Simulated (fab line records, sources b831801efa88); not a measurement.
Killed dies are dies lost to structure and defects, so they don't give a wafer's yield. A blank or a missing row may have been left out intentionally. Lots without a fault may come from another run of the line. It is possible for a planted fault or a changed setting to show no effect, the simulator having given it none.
What tool caused it? / flow gf180mcu / route of 602 steps, sampled at 1 step: 12 lots, 36 wafers

## WHAT THE GAUGES SHOWED, per wafer
GF_CONTACT_CD_MEAS_14: the cd target is 220 nm.
lot=L075; measured=day 16 13:20; on=cdSem-02; cdNm (nm)=219.9 221.1 221.5
lot=L077; measured=day 17 01:32; on=cdSem-01; cdNm (nm)=221.0 221.2 220.6
lot=L080; measured=day 18 12:36; on=cdSem-02; cdNm (nm)=219.8 219.3 219.4
lot=L081; measured=day 18 18:48; on=cdSem-01; cdNm (nm)=218.5 219.2 218.9
lot=L083; measured=day 19 18:49; on=cdSem-02; cdNm (nm)=217.1 219.1 218.7
lot=L084; measured=day 20 02:39; on=cdSem-02; cdNm (nm)=219.2 218.5 219.6
lot=L087; measured=day 20 11:54; on=cdSem-01; cdNm (nm)=218.8 220.5 221.9
lot=L090; measured=day 22 00:48; on=cdSem-02; cdNm (nm)=218.6 219.4 219.3
lot=L091; measured=day 22 19:55; on=cdSem-02; cdNm (nm)=218.8 219.1 220.0
lot=L092; measured=day 22 23:08; on=cdSem-01; cdNm (nm)=219.2 220.1 219.8
lot=L096; measured=day 24 00:39; on=cdSem-01; cdNm (nm)=222.6 221.3 222.2
lot=L097; measured=day 24 10:56; on=cdSem-02; cdNm (nm)=220.4 219.4 218.4

## EACH LOT AND THE TOOL THAT RAN IT (in order: tool; ch and the chambers of the sampled wafers; start)
The record shows no process step preceding these readings.

## THE ANSWER, worked out from the rows above alone
Rule: what is usual is taken from the lots themselves. Put in order of their means at a reading, lots are off if they are a third of the lots or fewer, leave a main group of 4 or more, and stand apart from it by a gap of 3 or more times the standard deviation of the main group's means; of several such gaps the widest counts. A main group is skipped when, at the precision printed for the reading in the tables above, its means are all equal. Also off: a lot with no number at a reading for which 4 or more lots have one. Where the step has rows for the other lots, those lots are counted as sound.
None of the lots is off at any reading shown; this tells nothing.

## WHAT THE SIMULATOR HAD PUT IN
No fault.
